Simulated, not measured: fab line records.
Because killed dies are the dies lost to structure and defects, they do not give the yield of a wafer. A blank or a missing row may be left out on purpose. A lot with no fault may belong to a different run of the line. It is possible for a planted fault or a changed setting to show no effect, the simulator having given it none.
fab line records | flow sky130
[record] lots = 6 wafers = 18 lastDay = 50
route steps=708 shown VIA2@522 METAL3@532 CAPM@537 PAD_OPEN@708
lots that met no fault: taken from a fault-free run of the same line
startH: start of the lot's first displayed wafer, in hours after the record's first day | waitH: time in hours since the lot's previous step | " unchanged from the row above | L1.1+2: a row that stands for several wafers | - either no value or no given start | * or withheld: withheld | < > ~ a bound
route shown NAME@n: NAME is a module with steps in the file, n the number in the route of the first one | usual: mean/standard deviation of fault-free wafers | same: alike in all rows | chamber/n: place in a boat | sites: each site's reading | _std_site: standard deviation across them | _edge_site: inner sites' mean taken away from outer sites' mean | radiusMm: for every site, how far away it sits from the centre of the wafer | mask NAME#n: copy n | behind: the tool/chamber that last shaped the wafer | hold: the reason the lot was held/the length of the hold in hours/how it ended | device: names the non-switching transistor (n, p or np) | end of line: the route-end tests of the same wafers | a step with no rows: only its recipe | killed: count of dies lost to structure and defects at first sort (not the wafer's yield) | map: per-die view of a wafer (x killed, . not killed, _ where there is no die)
set.NAME: setting as actually run; set.NAME@STEP: the setting as run at that earlier step | model.NAME: the simulator's own value behind a step, which no gauge read
lots seen at some steps along the route; tables by step, rows by wafer
services: from which hour (startH, from the record's first day; less than 0 if before it) a tool's chamber was out of use, for how many hours, and why
[[steps]]
[step SKY_VIA2_ETCH_15]
[recipe] target = SiO2 chemistry = C4F8/O2/Ar targetDepthNm = 546 stopOn = TiN maskMaterial = KrF-thick sourceW = 1500 biasW = 1200 pressureMtorr = 40 c4f8FlowSccm = withheld O2_flow_sccm = 6 Ar_flow_sccm = 300 timeS = 84
[step SKY_VIA2_STRIP_16]
[recipe] chemistry = O2/N2 powerW = 1400 pressureMtorr = 1500 platenTempC = withheld o2FlowSccm = 3000 n2FlowSccm = 300 overashFraction = 0.5
[step SKY_VIA2_STRIP_17]
[recipe] chemistry = postEtchResidueRemover timeS = 1200 tempC = 72.5
[step SKY_VIA2_CLEAN_18]
[recipe] chemistry = IPA timeS = 180 tempC = 25
[step SKY_VIA2_CLEAN_19]
[recipe] chemistry = O3/DIW dry = n2Spin
[step SKY_VIA2_SPUTTER_20]
[recipe] material = TiN targetThkNm = 20 chamberPressurePa = 5 powerW = 4000 timeS = 80
[step SKY_VIA2_CVD_21]
[recipe] material = W targetThkNm = 420 timeS = 126.4 tempC = 400 pressureTorr = 40
[usual] heaterPowerW = 838/61
// columns lot.wafer tool chamber startH waitH heaterPowerW
L937.1 cvdW-01 1 943.73 0.0 936
L937.2 " 0 " " 792
L937.3 " 1 " " 951
L941.1 cvdW-02 0 954.74 0.0 805
L941.4 " 0 " " 810
L941.6 " 0 " " 817
L943.2 cvdW-02 0 963.16 0.0 813
L943.3 " 1 " " 811
L943.6 " 0 " " 805
L948.4 cvdW-02 1 990.97 0.1 811
L948.5 " 1 " " 770
L948.6 " 0 " " 795
L949.3 cvdW-01 1 1001.95 0.1 949
L949.4 " 0 " " 794
L949.6 " 1 " " 943
L950.2 cvdW-02 0 1004.98 0.0 826
L950.5 " 1 " " 798
L950.6 " 0 " " 800
[step SKY_VIA2_RS_MEAS_22]
[recipe] thkMeasGauge = four-point-probe reads = W_of_VIA2_CVD_21+TiN_of_VIA2_SPUTTER_20
[usual] VIA2_W_RS = 0.273/0.0041
// columns lot.wafer tool chamber startH waitH VIA2_W_RS[ohm/sq]
L937.1 filmMetro-03 - 943.86 0.1 0.274
L937.2 " - " " 0.273
L937.3 " - " " 0.273
L941.1 filmMetro-02 - 954.87 0.1 0.277
L941.4 " - " " 0.276
L941.6 " - " " 0.275
L943.2 filmMetro-02 - 963.31 0.1 0.275
L943.3 " - " " 0.266
L943.6 " - " " 0.274
L948.4 filmMetro-03 - 991.11 0.1 0.269
L948.5 " - " " 0.269
L948.6 " - " " 0.275
L949.3 filmMetro-03 - 1002.07 0.1 0.277
L949.4 " - " " 0.274
L949.6 " - " " 0.274
L950.2 filmMetro-03 - 1005.13 0.1 0.279
L950.5 " - " " 0.267
L950.6 " - " " 0.277
[step SKY_VIA2_THK_MEAS_23]
[recipe] thkMeasGauge = xrf reads = W_of_VIA2_CVD_21
[usual] VIA2_W_THK = 417/7.7
// columns lot.wafer tool chamber startH waitH VIA2_W_THK[nm]
L937.1 filmMetro-03 - 943.98 0.1 411
L937.2 " - " " 412
L937.3 " - " " 416
L941.1 filmMetro-02 - 954.99 0.1 419
L941.4 " - " " 419
L941.6 " - " " 420
L943.2 filmMetro-02 - 963.42 0.1 419
L943.3 " - " " 432
L943.6 " - " " 420
L948.4 filmMetro-03 - 991.20 0.1 420
L948.5 " - " " 417
L948.6 " - " " 410
L949.3 filmMetro-03 - 1002.17 0.1 403
L949.4 " - " " 411
L949.6 " - " " 412
L950.2 filmMetro-03 - 1005.24 0.1 403
L950.5 " - " " 421
L950.6 " - " " 405
[step SKY_VIA2_CMP_24]
[recipe] stopOn = SiO2 tOverpolishS = 20 downForcePsi = 3.5 platenRpm = 60 targetThkNm = 0 padVelocityMS = 0.94248
[step SKY_METAL3_SPUTTER_00]
[recipe] material = Ti targetThkNm = 15 powerW = 3000 timeS = 10 chamberPressurePa = 0.4
[step SKY_METAL3_SPUTTER_01]
[recipe] material = TiN targetThkNm = 20 powerW = 6500 timeS = 16.7 chamberPressurePa = 0.4
[usual] cathodeDcPowerW = 6500.0/1.2 chamberPressurePa = 0.3999/0.00078 throttleValvePct = 29.9/1
// columns lot.wafer tool chamber startH waitH cathodeDcPowerW chamberPressurePa throttleValvePct
L937.1 pvdSputter-02 - 944.36 0.0 6499.1 0.3984 32.2
L937.2 " - " " 6500.1 0.4005 29.6
L937.3 " - " " 6500.7 0.4008 30.8
L941.1 pvdSputter-01 - 955.38 0.0 6500.5 0.4004 29.9
L941.4 " - " " 6501.2 0.3997 29.1
L941.6 " - " " 6503.2 0.3996 29.0
L943.2 pvdSputter-02 - 964.50 0.0 6500.2 0.3996 30.7
L943.3 " - " " 6499.6 0.3996 31.8
L943.6 " - " " 6498.0 0.3998 30.7
L948.4 pvdSputter-03 - 991.55 0.0 6500.1 0.3994 29.3
L948.5 " - " " 6499.9 0.4008 29.5
L948.6 " - " " 6500.7 0.3987 28.8
L949.3 pvdSputter-01 - 1002.74 0.0 6498.3 0.3997 29.7
L949.4 " - " " 6501.9 0.3989 29.2
L949.6 " - " " 6499.6 0.4005 29.0
L950.2 pvdSputter-02 - 1005.67 0.0 6499.5 0.3996 30.9
L950.5 " - " " 6499.5 0.4005 29.7
L950.6 " - " " 6497.4 0.4001 30.8
[step SKY_METAL3_SPUTTER_02]
[recipe] material = AlCu targetThkNm = 735 powerW = 10980 timeS = 39.1 chamberPressurePa = 0.4
[usual] cathodeDcPowerW = 10980/2 chamberPressurePa = 0.4000/0.00076 throttleValvePct = 29.9/1
// columns lot.wafer tool chamber startH waitH cathodeDcPowerW chamberPressurePa throttleValvePct
L937.1 pvdSputter-02 - 944.39 0.0 10975 0.4019 31.7
L937.2 " - " " 10978 0.3985 29.6
L937.3 " - " " 10981 0.3995 30.8
L941.1 pvdSputter-01 - 955.40 0.0 - - -
L941.4 " - " " - - -
L941.6 " - " " - - -
L943.2 pvdSputter-02 - 964.53 0.0 - - -
L943.3 " - " " - - -
L943.6 " - " " - - -
L948.4 pvdSputter-03 - 991.58 0.0 10980 0.4008 29.5
L948.5 " - " " 10979 0.4011 29.5
L948.6 " - " " 10979 0.3992 28.9
L949.3 pvdSputter-01 - 1002.76 0.0 10981 0.3991 29.8
L949.4 " - " " 10979 0.4006 28.9
L949.6 " - " " 10979 0.3994 29.3
L950.2 pvdSputter-02 - 1005.70 0.0 10980 0.3998 30.6
L950.5 " - " " 10978 0.3993 30.0
L950.6 " - " " 10984 0.3988 30.6
[step SKY_METAL3_SPUTTER_03]
[recipe] material = Ti targetThkNm = 5 powerW = 3000 timeS = 3.3 chamberPressurePa = 0.4
[step SKY_METAL3_SPUTTER_04]
[recipe] material = TiN targetThkNm = 70 powerW = 6500 timeS = 58.3 chamberPressurePa = 0.4
[step SKY_CAPM_CVD_00]
[recipe] material = SiO2 targetThkNm = 15.5 tempC = 400 timeS = withheld rfW = 450
[usual] heaterPowerW = 689/83
// columns lot.wafer tool chamber startH waitH heaterPowerW
L937.1 pecvd-04 2 944.49 0.0 706
L937.2 " 0 " " 693
L937.3 " 1 " " 658
L941.1 pecvd-04 1 955.51 0.0 641
L941.4 " 0 " " 683
L941.6 " 0 " " 685
L943.2 pecvd-02 2 964.63 0.0 710
L943.3 " 0 " " 796
L943.6 " 2 " " 682
L948.4 pecvd-02 1 991.70 0.0 594
L948.5 " 0 " " 789
L948.6 " 2 " " 710
L949.3 pecvd-02 1 1002.87 0.0 522
L949.4 " 1 " " 526
L949.6 " 2 " " 704
L950.2 pecvd-02 1 1005.80 0.0 644
L950.5 " 2 " " 687
L950.6 " 0 " " 793
[step SKY_CAPM_SPUTTER_02]
[recipe] material = TiN targetThkNm = 200 tempC = 300 powerW = 6500 timeS = 166.7 chamberPressurePa = 0.4
[step SKY_CAPM_DEHYDRATE_05]
[recipe] tempC = 200 timeS = 60
[step SKY_CAPM_HMDS_06]
[recipe] primeTimeS = 60 primeTempC = 120
[step SKY_CAPM_COAT_07]
[recipe] resist = NOVOLAK spinRpm = 3000 resistThkNm = 1140
[step SKY_CAPM_SOFTBAKE_08]
[recipe] tempC = 90 timeS = 60 resist = NOVOLAK
[step SKY_CAPM_EXPOSE_09]
[recipe] maskId = CAPM na = 0.6 sourceShape = conventional sigmaOuter = 0.6 polarization = unpolarized targetCdNm = 1000 doseMj = 159
[step SKY_CAPM_PEB_10]
[recipe] tempC = withheld timeS = * resist = NOVOLAK
[step SKY_CAPM_DEVELOP_11]
[recipe] resist = NOVOLAK developer = TMAH developTimeS = 60 devTempC = 23
[step SKY_CAPM_OVL_MEAS_12]
[usual] CAPM_OVL = 0.6/1.5
// columns lot.wafer tool chamber startH waitH CAPM_OVL[nm]
L937.1 overlay-02 - 968.22 0.1 -3.3
L937.2 " - " " -2.0
L937.3 " - " " 0.3
L941.1 overlay-01 - 979.12 0.1 0.3
L941.4 " - " " 1.6
L941.6 " - " " 3.7
L943.2 overlay-02 - 988.47 0.1 3.0
L943.3 " - " " 0.6
L943.6 " - " " 1.8
L948.4 overlay-01 - 1015.19 0.1 -0.3
L948.5 " - " " -0.5
L948.6 " - " " -3.2
L949.3 overlay-01 - 1026.87 0.1 1.9
L949.4 " - " " 1.4
L949.6 " - " " -0.6
L950.2 overlay-02 - 1029.01 0.1 3.9
L950.5 " - " " 1.8
L950.6 " - " " 3.2
[step SKY_CAPM_METAL_ETCH_13]
[recipe] targetDepthNm = 220 stopOn = SiO2 chemistry = Cl2/BCl3 target = TiN pressureMtorr = 10 icpW = 900 biasW = 49.71 Cl2_flow_sccm = 60 bcl3FlowSccm = 30 timeS = 62.9
[usual] drypumpMotorCurrentA = 5.72/0.3 mfcCl2Sccm = 59.96/0.19 oesProductAu = 0.941/0.0082 throttleValvePct = 21.902/0.011
// columns lot.wafer tool chamber startH waitH drypumpMotorCurrentA mfcCl2Sccm oesProductAu rfHoursCounterH throttleValvePct
L937.1 rieMetal-04 0 968.25 0.0 5.76 59.93 0.951 2 21.884
L937.2 " 1 " " 5.94 60.25 0.936 16 21.909
L937.3 " 1 " " 5.92 60.12 0.934 - 21.917
L941.1 rieMetal-03 0 979.15 0.0 5.99 60.24 0.933 8 21.908
L941.4 " 0 " " 5.99 59.79 0.943 - 21.895
L941.6 " 1 " " 5.75 60.06 0.942 - 21.892
L943.2 rieMetal-03 0 988.50 0.0 5.97 59.91 0.950 9 21.891
L943.3 " 0 " " 5.98 60.10 0.941 - 21.901
L943.6 " 0 " " 5.97 59.97 0.944 - 21.904
L948.4 rieMetal-03 0 1015.23 0.0 5.97 60.01 0.931 - 21.915
L948.5 " 1 " " 5.72 60.14 0.944 - 21.921
L948.6 " 0 " " 5.97 59.79 0.947 - 21.897
L949.3 rieMetal-02 0 1026.92 0.0 5.79 60.15 0.948 - 21.896
L949.4 " 1 " " 5.10 59.85 0.939 - 21.905
L949.6 " 1 " " 5.09 59.94 0.941 - 21.893
L950.2 rieMetal-03 1 1029.04 0.0 5.76 60.25 0.940 17 21.912
L950.5 " 0 " " 5.98 59.86 0.948 - 21.889
L950.6 " 1 " " 5.74 59.97 0.943 - 21.902
[step SKY_CAPM_STRIP_14]
[recipe] chemistry = O2/N2 powerW = 1400 pressureMtorr = 1500 platenTempC = withheld o2FlowSccm = 3000 n2FlowSccm = 300 overashFraction = 0.5
[usual] drypumpMotorCurrentA = 5.6/0.49 o2FlowSccm = 2999/7.8 oesProductAu = 0.710/0.0045 stripTimeToEndpointS = 12.60/0.043
// columns lot.wafer tool chamber startH waitH drypumpMotorCurrentA o2FlowSccm oesProductAu rfHoursCounterH stripTimeToEndpointS
L937.1 plasmaAsher-02 1 968.33 0.1 5.5 3005 0.709 88 12.68
L937.2 " 0 " " 5.0 3009 0.708 88 12.63
L937.3 " 1 " " 5.5 2991 0.710 - 12.57
L941.1 plasmaAsher-04 1 979.23 0.1 5.2 2997 0.706 54 12.57
L941.4 " 0 " " 6.1 2997 0.709 - 12.55
L941.6 " 0 " " 6.2 3001 0.706 - 12.50
L943.2 plasmaAsher-04 0 988.58 0.1 6.2 2993 0.714 55 12.58
L943.3 " 1 " " 5.2 2993 0.711 - 12.66
L943.6 " 0 " " 6.1 3002 0.706 - 12.56
L948.4 plasmaAsher-02 1 1015.31 0.1 5.5 3000 0.717 - 12.59
L948.5 " 1 " " 5.5 2994 0.714 - 12.56
L948.6 " 0 " " 5.0 3006 0.708 - 12.55
L949.3 plasmaAsher-02 0 1027.00 0.1 5.0 2996 0.706 - 12.64
L949.4 " 1 " " 5.5 2993 0.705 - 12.61
L949.6 " 0 " " 5.0 2999 0.703 - 12.66
L950.2 plasmaAsher-02 1 1029.12 0.1 5.5 3009 0.716 94 12.58
L950.5 " 0 " " 5.0 3005 0.705 - 12.58
L950.6 " 1 " " 5.5 3001 0.710 - 12.56
[step SKY_CAPM_STRIP_15]
[recipe] chemistry = postEtchResidueRemover timeS = 1200 tempC = 72.5
[step SKY_CAPM_CLEAN_16]
[recipe] chemistry = IPA timeS = 180 tempC = 25
[step SKY_CAPM_CLEAN_17]
[recipe] chemistry = O3/DIW dry = n2Spin
[step SKY_METAL3_DEHYDRATE_05]
[recipe] tempC = 200 timeS = 60
[step SKY_METAL3_HMDS_06]
[recipe] primeTimeS = 60 primeTempC = 120
[step SKY_METAL3_COAT_07]
[recipe] resist = BARC tempC = withheld timeS = withheld spinRpm = 3000 resistThkNm = 60
[step SKY_METAL3_COAT_08]
[recipe] resist = KrF-thick spinRpm = 3000 resistThkNm = 1140
[step SKY_METAL3_SOFTBAKE_09]
[recipe] tempC = 100 timeS = 90 resist = KrF-thick
[step SKY_METAL3_EXPOSE_10]
[recipe] maskId = MM3 na = 0.68 sourceShape = annular sigmaInner = 0.4 sigmaOuter = 0.8 targetCdNm = 300 doseMj = 28
[step SKY_METAL3_PEB_11]
[recipe] pebTempC = withheld pebTimeS = withheld resist = KrF-thick
[step SKY_METAL3_DEVELOP_12]
[recipe] developTimeS = 60 resist = KrF-thick devTempC = 21
[step SKY_METAL3_CD_MEAS_13]
[recipe] targetCdNm = 300
[usual] cdNm = 300.4/1.5
// columns lot.wafer tool chamber startH waitH cdNm
L937.1 cdSem-02 - 992.83 - 298.9
L937.2 " - " " 297.6
L937.3 " - " " 297.8
L941.1 cdSem-02 - 1002.93 - 299.3
L941.4 " - " " 298.7
L941.6 " - " " 298.7
L943.2 cdSem-01 - 1012.40 - 299.6
L943.3 " - " " 299.3
L943.6 " - " " 300.9
L948.4 cdSem-01 - 1038.84 - 299.2
L948.5 " - " " 300.0
L948.6 " - " " 299.4
L949.3 cdSem-01 - 1049.57 - 302.2
L949.4 " - " " 302.0
L949.6 " - " " 301.4
L950.2 cdSem-02 - 1050.83 - 301.6
L950.5 " - " " 302.1
L950.6 " - " " 301.1
[step SKY_METAL3_METAL_ETCH_18]
[recipe] targetDepthA = 8450 stopOn = SiO2 overEtchFrac = 0.3 timeS = 183.1 chemistry = Cl2/BCl3 resistSidewallDeg = 88 pressureMtorr = 10 icpW = 900 biasW = 48.5 Cl2_flow_sccm = 60 bcl3FlowSccm = 30
[usual] drypumpMotorCurrentA = 5.6/0.32 mfcCl2Sccm = 59.99/0.14 oesProductAu = 0.877/0.0076 throttleValvePct = 22.263/0.0091
// columns lot.wafer tool chamber startH waitH drypumpMotorCurrentA mfcCl2Sccm oesProductAu rfHoursCounterH throttleValvePct
L937.1 rieMetal-02 1 993.13 0.0 5.1 59.86 0.889 5 22.258
L937.2 " 0 " " 5.8 60.13 0.893 22 22.271
L937.3 " 1 " " 5.1 59.76 0.889 - 22.273
L941.1 rieMetal-01 1 1003.23 0.0 5.2 59.72 0.852 15 22.262
L941.4 " 0 " " 5.8 59.90 0.849 - 22.265
L941.6 " 1 " " 5.2 60.01 0.855 - 22.254
L943.2 rieMetal-02 0 1012.68 0.0 5.8 59.98 0.856 23 22.261
L943.3 " 0 " " 5.8 59.96 0.854 - 22.265
L943.6 " 1 " " 5.1 59.97 0.850 - 22.252
L948.4 rieMetal-01 0 1039.14 0.1 5.9 60.07 0.889 - 22.270
L948.5 " 1 " " 5.2 60.14 0.888 - 22.267
L948.6 " 0 " " 5.8 60.13 0.869 - 22.266
L949.3 rieMetal-01 1 1049.89 0.1 5.2 60.00 0.863 - 22.261
L949.4 " 0 " " 5.8 60.15 0.874 - 22.254
L949.6 " 1 " " 5.3 60.04 0.860 - 22.261
L950.2 rieMetal-02 1 1051.11 0.0 5.1 60.33 0.876 9 22.274
L950.5 " 1 " " 5.1 60.06 0.871 - 22.243
L950.6 " 0 " " 5.8 60.01 0.885 - 22.270
[step SKY_PAD_OPEN_PROBE_99]
[usual] defectLimitedYield = 82.8/1.9 killed_at_M0_to_M3 = 43/7.5 killed_at_M4_up = 2.8/1.8 killedAtContacts = 24/5.3 killedAtFrontEnd = 14/4.2 killedAtOther = 0.3/0.54 killedDies = 84/9.4 killedOnRim = 16/3.3 killedOpen = 46/7.1 killedShort = 38/6.6 sort_bin_3_pad_short = 0.8/0.42 sort_bin_5_function = 10.1/1.4 sort_bin_6_memory = 6.2/1.1 sortNPass = 408/9.4 sortYieldPct = 82.8/1.9
[same] grossDies = 492 killedAtBackSide = 0 sort_bin_4_leakage[%] = 0 sort_bin_8_speed[%] = 0
// columns lot.wafer tool chamber startH waitH defectLimitedYield[%] killed_at_M0_to_M3 killed_at_M4_up killedAtContacts killedAtFrontEnd killedAtOther killedDies killedOnRim killedOpen killedShort sort_bin_3_pad_short[%] sort_bin_5_function[%] sort_bin_6_memory[%] sortNPass sortYieldPct[%]
L937.1 prober-01 - 1152.76 0.1 78.0 55 1 29 23 0 108 20 58 50 1.2 13.2 7.5 384 78.0
L937.2 prober-01 - 1152.81 0.1 82.3 43 5 26 12 1 87 15 56 31 0.4 10.4 6.9 405 82.3
L937.3 prober-01 - 1152.86 0.2 81.3 49 3 22 18 0 92 14 45 47 0.8 10.6 7.3 400 81.3
L941.1 prober-02 - 1157.72 0.1 0 438 3 35 16 0 492 96 59 53 1.2 91.5 7.3 0 0
L941.4 prober-02 - 1157.87 0.2 0 442 4 28 18 0 492 96 39 40 1.2 93.7 5.1 0 0
L941.6 prober-02 - 1157.97 0.2 0 461 3 21 7 0 492 96 32 33 1.0 95.5 3.5 0 0
L943.2 prober-01 - 1166.08 0.1 0 466 2 17 7 0 492 96 44 31 0.6 92.1 7.3 0 0
L943.3 prober-01 - 1166.13 0.2 0 448 2 25 17 0 492 96 38 51 0.8 93.9 5.3 0 0
L943.6 prober-01 - 1166.28 0.2 0 461 1 23 6 1 492 96 41 32 1.2 93.1 5.7 0 0
L948.4 prober-02 - 1184.83 0.2 84.3 34 3 29 11 0 77 10 40 35 0.8 8.7 6.1 415 84.3
L948.5 prober-02 - 1184.88 0.2 83.3 45 2 29 6 0 82 20 45 37 1.0 10.2 5.5 410 83.3
L948.6 prober-02 - 1184.93 0.2 84.1 38 4 21 15 0 78 14 45 32 0.8 10.2 4.9 414 84.1
L949.3 prober-01 - 1192.41 0.2 85.4 33 1 24 14 0 72 14 41 31 0.2 10.2 4.3 420 85.4
L949.4 prober-01 - 1192.46 0.2 78.9 58 1 31 14 0 104 23 63 41 1.4 11.4 8.3 388 78.9
L949.6 prober-01 - 1192.56 0.2 84.3 32 3 34 8 0 77 11 40 37 0.8 8.5 6.3 415 84.3
// killed by level:class
L937.1 VIA1:geometricParticle:open=18 CONTACT:geometricParticle:open=12 VIA1:geometricParticle:short=9 POLY_GATE:geometricParticle:short=6 POLY_GATE:geometricParticle:open=6 LI_CONTACT:geometricParticle:open=5 METAL1:geometricParticle:short=5 METAL2:geometricParticle:short=5
L937.2 CONTACT:geometricParticle:open=15 VIA1:geometricParticle:open=10 VIA2:geometricParticle:open=7 LI_CONTACT:geometricParticle:open=6 VIA1:geometricParticle:short=6 VIA3:geometricParticle:open=6 FIELD_ISO:geometricParticle:open=5 METAL2:geometricParticle:short=5
L937.3 VIA1:geometricParticle:open=15 VIA1:geometricParticle:short=9 CONTACT:geometricParticle:open=8 LI_CONTACT:geometricParticle:open=6 VIA3:geometricParticle:short=6 METAL2:geometricParticle:short=5 VIA2:geometricParticle:open=5 POLY_GATE:geometricParticle:open=4
L941.1 METAL3:areaSputter=380 LI_CONTACT:geometricParticle:open=13 CONTACT:geometricParticle:open=12 METAL2:geometricParticle:short=12 VIA3:geometricParticle:open=8 VIA2:geometricParticle:short=8 POLY_GATE:geometricParticle:open=7 VIA1:geometricParticle:short=7
L941.4 METAL3:areaSputter=413 CONTACT:geometricParticle:open=11 LI_CONTACT:geometricParticle:open=6 POLY_GATE:geometricParticle:open=4 LI_CONTACT:geometricParticle:short=4 LOCAL_INTERCONNECT:geometricParticle:short=4 VIA1:geometricParticle:open=4 VIA2:geometricParticle:open=4
L941.6 METAL3:areaSputter=427 CONTACT:geometricParticle:open=7 VIA3:geometricParticle:short=5 LI_CONTACT:geometricParticle:open=5 VIA1:geometricParticle:open=5 CONTACT:geometricParticle:short=5 VIA2:geometricParticle:open=4 VIA2:geometricParticle:short=4
L943.2 METAL3:areaSputter=416 VIA1:geometricParticle:open=16 VIA2:geometricParticle:open=8 LOCAL_INTERCONNECT:geometricParticle:short=6 METAL1:geometricParticle:short=6 VIA3:geometricParticle:open=6 CONTACT:geometricParticle:open=4 VIA1:geometricParticle:short=4
L943.3 METAL3:areaSputter=403 VIA1:geometricParticle:open=10 CONTACT:geometricParticle:open=7 VIA1:geometricParticle:short=7 FIELD_ISO:geometricParticle:short=6 METAL1:geometricParticle:short=6 CONTACT:geometricParticle:short=6 LI_CONTACT:geometricParticle:open=5
L943.6 METAL3:areaSputter=418 CONTACT:geometricParticle:open=13 VIA1:geometricParticle:open=8 VIA3:geometricParticle:open=7 VIA1:geometricParticle:short=6 VIA2:geometricParticle:open=6 METAL1:geometricParticle:short=5 LI_CONTACT:geometricParticle:open=5
L948.4 LI_CONTACT:geometricParticle:open=9 CONTACT:geometricParticle:short=8 CONTACT:geometricParticle:open=7 VIA2:geometricParticle:open=7 METAL2:geometricParticle:short=7 VIA1:geometricParticle:open=6 FIELD_ISO:geometricParticle:short=4 POLY_GATE:geometricParticle:open=3
L948.5 VIA1:geometricParticle:open=10 CONTACT:geometricParticle:open=9 LI_CONTACT:geometricParticle:open=8 VIA3:geometricParticle:open=8 CONTACT:geometricParticle:short=7 VIA3:geometricParticle:short=5 VIA2:geometricParticle:open=5 VIA2:geometricParticle:short=4
L948.6 VIA1:geometricParticle:open=12 FIELD_ISO:geometricParticle:open=6 CONTACT:geometricParticle:open=6 METAL2:geometricParticle:short=6 LI_CONTACT:geometricParticle:open=5 VIA2:geometricParticle:open=5 VIA3:geometricParticle:open=4 CONTACT:geometricParticle:short=4
L949.3 VIA1:geometricParticle:open=16 LI_CONTACT:geometricParticle:open=6 CONTACT:geometricParticle:open=5 LOCAL_INTERCONNECT:geometricParticle:short=5 VIA2:geometricParticle:open=5 POLY_GATE:geometricParticle:short=4 LI_CONTACT:geometricParticle:short=4 FIELD_ISO:geometricParticle:short=3
L949.4 VIA1:geometricParticle:open=23 CONTACT:geometricParticle:open=16 METAL1:geometricParticle:short=8 FIELD_ISO:geometricParticle:short=6 VIA1:geometricParticle:short=6 METAL2:geometricParticle:short=6 LI_CONTACT:geometricParticle:open=5 VIA3:geometricParticle:open=5
L949.6 LOCAL_INTERCONNECT:geometricParticle:short=11 LI_CONTACT:geometricParticle:open=10 METAL1:geometricParticle:short=8 CONTACT:geometricParticle:open=8 VIA1:geometricParticle:open=7 VIA2:geometricParticle:open=5 VIA3:geometricParticle:open=3 CONTACT:geometricParticle:short=3
// map L941.1 (x killed, . not)
__________xxxxxxxxxx_________
________xxxxxxxxxxxxxx_______
______xxxxxxxxxxxxxxxxxx_____
_____xxxxxxxxxxxxxxxxxxxx____
____xxxxxxxxxxxxxxxxxxxxxx___
___xxxxxxxxxxxxxxxxxxxxxxxx__
__xxxxxxxxxxxxxxxxxxxxxxxxxx_
_xxxxxxxxxxxxxxxxxxxxxxxxxxxx
_xxxxxxxxxxxxxxxxxxxxxxxxxxxx
_xxxxxxxxxxxxxxxxxxxxxxxxxxxx
_xxxxxxxxxxxxxxxxxxxxxxxxxxxx
_xxxxxxxxxxxxxxxxxxxxxxxxxxxx
_xxxxxxxxxxxxxxxxxxxxxxxxxxxx
_xxxxxxxxxxxxxxxxxxxxxxxxxxxx
_xxxxxxxxxxxxxxxxxxxxxxxxxxxx
__xxxxxxxxxxxxxxxxxxxxxxxxxx_
___xxxxxxxxxxxxxxxxxxxxxxxx__
____xxxxxxxxxxxxxxxxxxxxxx___
_____xxxxxxxxxxxxxxxxxxxx____
______xxxxxxxxxxxxxxxxxx_____
________xxxxxxxxxxxxxx_______
__________xxxxxxxxxx_________
// map L943.2 (x killed, . not)
__________xxxxxxxxxx_________
________xxxxxxxxxxxxxx_______
______xxxxxxxxxxxxxxxxxx_____
_____xxxxxxxxxxxxxxxxxxxx____
____xxxxxxxxxxxxxxxxxxxxxx___
___xxxxxxxxxxxxxxxxxxxxxxxx__
__xxxxxxxxxxxxxxxxxxxxxxxxxx_
_xxxxxxxxxxxxxxxxxxxxxxxxxxxx
_xxxxxxxxxxxxxxxxxxxxxxxxxxxx
_xxxxxxxxxxxxxxxxxxxxxxxxxxxx
_xxxxxxxxxxxxxxxxxxxxxxxxxxxx
_xxxxxxxxxxxxxxxxxxxxxxxxxxxx
_xxxxxxxxxxxxxxxxxxxxxxxxxxxx
_xxxxxxxxxxxxxxxxxxxxxxxxxxxx
_xxxxxxxxxxxxxxxxxxxxxxxxxxxx
__xxxxxxxxxxxxxxxxxxxxxxxxxx_
___xxxxxxxxxxxxxxxxxxxxxxxx__
____xxxxxxxxxxxxxxxxxxxxxx___
_____xxxxxxxxxxxxxxxxxxxx____
______xxxxxxxxxxxxxxxxxx_____
________xxxxxxxxxxxxxx_______
__________xxxxxxxxxx_________
[[services]]
// columns tool chamber startH hours kind
rieMetal-02 - 925.78 2.8 pm
rieMetal-03 1 940.72 12.7 repair
cvdW-02 - 951.20 0.5 repair
pecvd-04 2 951.26 5.5 scheduledDown
pecvd-04 1 961.08 - calibration
pecvd-02 1 964.54 6.5 repair
pvdSputter-01 - 966.11 4.5 repair
pecvd-02 1 972.13 5.5 scheduledDown
pecvd-04 - 988.90 4.3 pm
plasmaAsher-04 - 989.81 3.2 repair
pecvd-02 1 992.99 2.9 repair
rieMetal-02 - 1001.94 0.5 repair
pvdSputter-01 - 1003.80 1.2 repair
pecvd-04 0 1005.70 2.1 scheduledDown
cvdW-01 - 1015.60 1.3 repair
pecvd-04 - 1023.35 14.6 pm
pvdSputter-03 - 1031.46 3.3 repair
pecvd-02 2 1032.34 2.1 scheduledDown
rieMetal-04 - 1041.61 14.6 pm
plasmaAsher-04 - 1042.11 15.6 pm
cvdW-02 - 1042.83 2.8 pm
[[key]]
[firstSign] step = SKY_METAL3_SPUTTER_02 reading = toolRecord direction = missing
[effect] step = SKY_METAL3_METAL_ETCH_18 reading = oesProductAu direction = down sigmas = 3.3 usual = 0.877 struck = 0.853
[effect] step = SKY_PAD_OPEN_PROBE_99 reading = sort_bin_5_function direction = up sigmas = 58 usual = 10.1 struck = 93.3
[moreKillsBornAt] SKY_METAL3_SPUTTER_02@pvdSputter-02 = 1237 SKY_METAL3_SPUTTER_02@pvdSputter-01 = 1220
metAt SKY_METAL3_SPUTTER_02
struckWafers L941.1,L941.4,L941.6,L943.2,L943.3,L943.6
laterRowsLeftOut L941.1,L941.4,L941.6,L943.2,L943.3,L943.6
onsetBetween 944.39 955.40
[fault] kind = skippedStepWhole tool = pvdSputter-01,pvdSputter-02 chamber = - onsetH = 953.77 steps = SKY_METAL3_SPUTTER_02 scope = struckLotsOnly
// laterRowsLeftOut: the simulator's readings of these wafers behind a module that went badly wrong aren't trusted and aren't shown, but for the sort
